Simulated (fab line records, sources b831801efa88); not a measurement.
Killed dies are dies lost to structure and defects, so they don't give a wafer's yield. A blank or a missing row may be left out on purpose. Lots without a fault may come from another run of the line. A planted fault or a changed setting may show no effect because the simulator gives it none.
A struck lot beside a sound one | flow gf180mcu | 17 steps out of a route of 602
Sound: wafers L756.2, L756.4, L756.6. Struck: wafer L768.4. (L768.3, L768.5 of the same lot were not struck and are left out.) The cause comes at the end.
At each step with rows: each side's tool, then ch and its chambers, then its first start. Under that, the readings that differ: sound wafers | struck wafers | difference of the means | sigmas: that difference in standard deviations of wafers without a fault.
alike: readings whose means differ by less than 2 such deviations, and words and numbers that are the same on both sides. not compared: withheld readings, readings that some wafer has no value for, bounds like >300 that may hide the same value, and numbers for which the record gives no deviation and whose values overlap.
The two part at a step that has a row with sigmas, a row that says differs or no value, or rows on one side only. Numbers that don't overlap but have no deviation are shown without sigmas and don't part them. A reading that every wafer of one side lacks parts them only if that side has two wafers or more.

GF_SAB_STRIP_13: strips in O2/N2.
  sound on plasma_asher-04 ch 0,1, day 15 20:01; struck on plasma_asher-01 ch 0, day 20 10:04
  reading                      | sound             | struck | difference | sigmas
  strip_time_to_endpoint_s (s) | 12.70 12.68 12.69 | 12.56  | -0.13      | -4
  alike: drypump_motor_current_A, heater_power_w, oes_product_au
  not compared: rf_hours_counter_h
then, 2 steps without rows for these wafers: GF_SALICIDE_CLEAN_00 (cleans in SC1/SC2, time 150 s); GF_SALICIDE_WET_ETCH_01 (etches SiO2 in dHF, target depth 5 nm, time 100 s).
GF_SALICIDE_SPUTTER_02: material Co, target thk 10 nm, time 20 s.
  sound on pvd_sputter-02, day 15 20:13; struck on pvd_sputter-04, day 20 10:13
  alike: throttle_valve_pct
GF_SALICIDE_SPUTTER_03: material TiN, target thk 20 nm, time 16.7 s.
  sound on pvd_sputter-02, day 15 20:14; struck on pvd_sputter-04, day 20 10:15
  alike: throttle_valve_pct
GF_SALICIDE_RS_MEAS_04: measures by four-point-probe.
  sound on film_metro-03, day 15 20:17; struck on film_metro-04, day 20 10:19
  alike: SALICIDE_TIN_RS
GF_SALICIDE_THK_MEAS_05: measures by xrf.
  sound on film_metro-03, day 15 20:24; struck on film_metro-04, day 20 10:25
  alike: SALICIDE_TIN_THK
GF_SALICIDE_RTA_06: time 30 s.
  sound on rtp_anneal-01 ch 0, day 15 20:28; struck on rtp_anneal-01 ch 0, day 20 10:29
  alike: chamber_o2_ppm, lamp_power_pct, wafer_temp_C_max
then, 1 step without rows for these wafers: GF_SALICIDE_WET_ETCH_07 (etches the open film in SPM, target depth 120 nm).
GF_SALICIDE_RTA_08: time 30 s.
  sound on rtp_anneal-02 ch 0, day 15 20:39; struck on rtp_anneal-02 ch 0, day 20 10:47
  alike: chamber_o2_ppm, lamp_power_pct, wafer_temp_C_max
then, 1 step without rows for these wafers: GF_CONTACT_CVD_00 (deposits SiO2, target thk 300 nm, time 50 s).
GF_CONTACT_THK_MEAS_01:
  sound on film_metro-04, day 15 20:53; struck on film_metro-04, day 20 10:55
  alike: CONTACT_CVD_00_THK
GF_CONTACT_CVD_02: deposits SiO2 from TEOS, target thk 860 nm, time 95.992 s.
  sound on pecvd-02 ch 0,1, day 15 20:56; struck on pecvd-01 ch 0, day 20 10:58
  reading                                  | sound             | struck | difference | sigmas
  model.SiO2_of_CONTACT_CVD_02.thk_nm (nm) | 858.1 882.3 878.3 | 968.3  | +95.4      |
  alike: heater_power_w
GF_CONTACT_THK_MEAS_03:
  sound on film_metro-03, day 15 21:01; struck on film_metro-02, day 20 11:03
  reading                 | sound       | struck | difference | sigmas
  CONTACT_CVD_02_THK (nm) | 858 883 878 | 969    | +96        | +10
GF_CONTACT_CMP_04: polishes SiO2.
  sound on cmp-02 ch 0,2, day 15 21:04; struck on cmp-01 ch 1, day 20 11:11
  reading                | sound       | struck | difference | sigmas
  time_to_endpoint_s (s) | 112 126 125 | 155    | +34        | +7
  alike: motor_current_A
GF_CONTACT_BOW_MEAS_05:
  sound on film_metro-04, day 15 21:23; struck on film_metro-03, day 20 11:26
  reading          | sound    | struck | difference | sigmas
  CONTACT_BOW (um) | 67 75 59 | 51     | -16        | -2
then, 1 step without rows for these wafers: GF_PASSIVATION_PROBE_99.

WHERE THEY PART
First at GF_SAB_STRIP_13; last, within this record, at GF_CONTACT_BOW_MEAS_05.

WHY: what the simulator had put in
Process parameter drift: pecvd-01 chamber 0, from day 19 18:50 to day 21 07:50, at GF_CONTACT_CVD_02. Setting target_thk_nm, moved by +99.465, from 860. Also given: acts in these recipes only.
